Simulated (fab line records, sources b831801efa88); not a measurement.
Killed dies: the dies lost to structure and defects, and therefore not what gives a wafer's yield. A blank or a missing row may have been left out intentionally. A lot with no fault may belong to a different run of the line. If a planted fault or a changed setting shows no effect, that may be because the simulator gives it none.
Which tool is to blame? | flow sky130 | 10 lots, 30 wafers sampled, at 5 steps of a route of 708

== WHAT THE GAUGES SHOWED, per wafer ==
SKY_VIA2_BOW_MEAS_03.
lot  | measured     | on            | VIA2_BOW (um)
L803 | day 36 11:07 | film-metro-01 | 85 81 80
L804 | day 37 01:37 | film-metro-04 | 87 92 86
L805 | day 37 11:43 | film-metro-01 | 84 96 89
L807 | day 37 17:44 | film-metro-01 | 86 91 88
L806 | day 37 18:10 | film-metro-01 | 83 76 104
L815 | day 40 02:22 | film-metro-02 | 81 83 72
L816 | day 40 05:07 | film-metro-02 | 83 89 81
L818 | day 41 00:34 | film-metro-02 | 83 82 85
L822 | day 41 23:22 | film-metro-04 | 78 81 92
L823 | day 42 04:31 | film-metro-01 | 80 84 72

SKY_VIA2_CD_MEAS_12: the cd target is 200 nm.
lot  | measured     | on        | cd-nm (nm)
L803 | day 37 12:58 | cd-sem-01 | 197.7 197.9 196.2
L804 | day 38 03:43 | cd-sem-02 | 200.0 198.3 200.2
L805 | day 38 13:08 | cd-sem-01 | 201.9 201.3 201.7
L807 | day 38 19:19 | cd-sem-02 | 199.0 199.6 199.3
L806 | day 38 19:49 | cd-sem-01 | 201.1 201.8 201.8
L815 | day 41 03:06 | cd-sem-01 | 200.0 200.0 201.2
L816 | day 41 05:52 | cd-sem-02 | 202.0 202.6 202.0
L818 | day 42 01:40 | cd-sem-02 | 198.6 198.0 198.8
L822 | day 42 23:03 | cd-sem-01 | 200.8 200.6 199.9
L823 | day 43 03:52 | cd-sem-02 | 200.6 200.9 199.8

SKY_VIA2_RS_MEAS_22: measurement is done with a four-point probe.
lot  | measured     | on            | VIA2_W_RS (ohm/sq)
L803 | day 37 14:21 | film-metro-01 | 0.273 0.272 0.275
L804 | day 38 04:46 | film-metro-02 | 0.276 0.273 0.272
L805 | day 38 14:10 | film-metro-02 | 0.271 0.273 0.274
L807 | day 38 20:21 | film-metro-02 | 0.268 0.274 0.270
L806 | day 38 20:51 | film-metro-02 | 0.271 0.272 0.270
L815 | day 41 04:08 | film-metro-04 | 0.223 0.222 0.271
L816 | day 41 06:54 | film-metro-01 | 0.270 0.221 0.221
L818 | day 42 02:44 | film-metro-01 | 0.272 0.273 0.275
L822 | day 43 00:06 | film-metro-02 | 0.276 0.274 0.275
L823 | day 43 04:55 | film-metro-02 | 0.273 0.278 0.272

SKY_VIA2_THK_MEAS_23: measures by xrf.
lot  | measured     | on            | VIA2_W_THK (nm)
L803 | day 37 14:28 | film-metro-01 | 406 412 407
L804 | day 38 04:51 | film-metro-02 | 395 401 402
L805 | day 38 14:17 | film-metro-02 | 402 400 397
L807 | day 38 20:28 | film-metro-02 | 406 401 403
L806 | day 38 20:58 | film-metro-02 | 403 403 402
L815 | day 41 04:14 | film-metro-04 | 492 494 411
L816 | day 41 07:01 | film-metro-01 | 418 506 512
L818 | day 42 02:52 | film-metro-01 | 415 410 409
L822 | day 43 00:13 | film-metro-02 | 401 402 401
L823 | day 43 05:00 | film-metro-02 | 402 396 406

== EACH LOT AND THE TOOL THAT RAN IT (in order: tool; ch and the chambers of the sampled wafers; start) ==
lot  | SKY_VIA2_CVD_21
L803 | cvd-w-02 ch 0,1, day 37 14:13
L804 | cvd-w-02 ch 0,1, day 38 04:37
L805 | cvd-w-01 ch 0,1, day 38 14:01
L807 | cvd-w-02 ch 0,1, day 38 20:13
L806 | cvd-w-02 ch 0,1, day 38 20:43
L815 | cvd-w-02 ch 0,1, day 41 04:01
L816 | cvd-w-02 ch 0,1, day 41 06:46
L818 | cvd-w-01 ch 0,1, day 42 02:37
L822 | cvd-w-01 ch 0,1, day 42 23:58
L823 | cvd-w-01 ch 0,1, day 43 04:46
- SKY_VIA2_CVD_21: deposits W, target thk 420 nm, time 126.4 s.

== AS READ BY THE TOOLS THEMSELVES (means over the sampled wafers that have a number; for cases with no such wafer, the mark the record gives instead) ==
SKY_VIA2_CVD_21.
lot  | tool     | heater-power-outer-w (W) | heater-power-w (W) | susceptor-temp-C (C)
L803 | cvd-w-02 | 470                      | 752                | 400.25
L804 | cvd-w-02 | 438                      | 701                | 400.15
L805 | cvd-w-01 | 593                      | 919                | 400.18
L807 | cvd-w-02 | 474                      | 753                | 400.01
L806 | cvd-w-02 | 445                      | 702                | 399.71
L815 | cvd-w-02 | 462                      | 747                | 407.77
L816 | cvd-w-02 | 464                      | 750                | 407.55
L818 | cvd-w-01 | 574                      | 886                | 400.07
L822 | cvd-w-01 | 538                      | 863                | 400.11
L823 | cvd-w-01 | 577                      | 888                | 400.07

== THE ANSWER, worked out from the rows above alone ==
Rule: the lots themselves supply what counts as usual. Put in order of their means at a reading, lots are off if they are a third of the lots or fewer, leave a main group of 4 or more, and stand apart from it by a gap of 3 or more times the standard deviation of the main group's means; of several such gaps the widest counts. A main group is skipped when, at the precision printed for the reading in the tables above, its means are all equal. A lot without any number at a reading at which 4 lots or more have one is off too. The other lots that the step has rows for count as sound. First the gauges in route order, then the tools' own readings, where a lot's mean is used as printed above. At the first step where some lot is off, the reading lying furthest off is the one used; lots without a number count as furthest.
Off: at SKY_VIA2_RS_MEAS_22 (VIA2_W_RS), L815, L816. Main group: mean 0.273 ohm/sq, sd 0.0014.
A tool fits if, at a process step before that reading, it ran every lot that is off, and no sound lot after the first of them. The gauges at SKY_VIA2_RS_MEAS_22 aren't tried: what is off there is off at SKY_VIA2_CVD_21 too, on other tools, and a gauge's error can't cause that. One candidate fits, namely cvd-w-02 at SKY_VIA2_CVD_21. A fault onset in the window from L806 (day 38 20:43, its last sound lot) to L815 (day 41 04:01, its first lot off) fits.
On the lots that are off, the tool's own readings at SKY_VIA2_CVD_21 differ by more than 5 times the standard deviation of the sound lots' means, which bears it out; susceptor-temp-C reads 407.66 C there versus 400.07 C on the sound lots.

== WHAT THE SIMULATOR HAD INSERTED ==
cvd-w-02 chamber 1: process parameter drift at SKY_VIA2_CVD_21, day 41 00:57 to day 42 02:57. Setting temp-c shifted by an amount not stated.
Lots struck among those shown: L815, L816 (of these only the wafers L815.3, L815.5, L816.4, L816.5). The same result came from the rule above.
